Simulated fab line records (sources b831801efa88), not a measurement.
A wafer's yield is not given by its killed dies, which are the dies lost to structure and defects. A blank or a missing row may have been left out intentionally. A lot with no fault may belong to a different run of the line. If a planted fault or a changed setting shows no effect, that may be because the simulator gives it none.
The tool behind it: which one? | flow sky130 | Sampling: 6 lots, 18 wafers, 2 of 708 route steps

== WHAT THE GAUGES SHOWED, per wafer ==
SKY_VIA3_RS_MEAS_22: uses a four-point probe to measure.
lot  | measured     | on            | VIA3_W_RS (ohm/sq)
L713 | day 40 15:46 | film-metro-04 | 0.296 0.297 0.296
L716 | day 41 12:44 | film-metro-04 | 0.301 0.297 0.299
L718 | day 42 04:55 | film-metro-02 | 0.302 0.297 0.298
L720 | day 43 12:44 | film-metro-02 | 0.301 0.293 0.290
L727 | day 44 16:51 | film-metro-04 | 0.292 0.293 0.291
L732 | day 45 22:31 | film-metro-04 | 0.292 0.291 0.289

== WHAT TOOL EACH LOT RAN ON (gives the tool, then ch and the chambers of the sampled wafers, and finally the start) ==
lot  | SKY_METAL3_ETCH_17
L713 | rie-diel-02 ch 0,1,2, day 39 11:50
L716 | rie-diel-02 ch 0,1,2, day 40 10:19
L718 | rie-diel-04 ch 0,2,3, day 41 01:59
L720 | rie-diel-01 ch 0,1,3, day 42 10:47
L727 | rie-diel-02 ch 0,2, day 43 15:34
L732 | rie-diel-02 ch 0,2,3, day 44 22:49
- SKY_METAL3_ETCH_17: etches SiO2 in C4F8/O2/Ar, stops on TiN, time 3.9 s, target depth 15 nm.

== THE ANSWER, worked out from the rows above alone ==
Rule: the usual values come from the lots themselves. Put in order of their means at a reading, lots are off if they are a third of the lots or fewer, leave a main group of 4 or more, and stand apart from it by a gap of 3 or more times the standard deviation of the main group's means; of several such gaps the widest counts. A main group is skipped when, at the precision printed for the reading in the tables above, its means are all equal. Also off: a lot with no number at a reading for which 4 or more lots have one. The other lots that the step has rows for count as sound.
None of the lots is off at any reading shown; this tells nothing.

== WHAT HAD BEEN PUT IN BY THE SIMULATOR ==
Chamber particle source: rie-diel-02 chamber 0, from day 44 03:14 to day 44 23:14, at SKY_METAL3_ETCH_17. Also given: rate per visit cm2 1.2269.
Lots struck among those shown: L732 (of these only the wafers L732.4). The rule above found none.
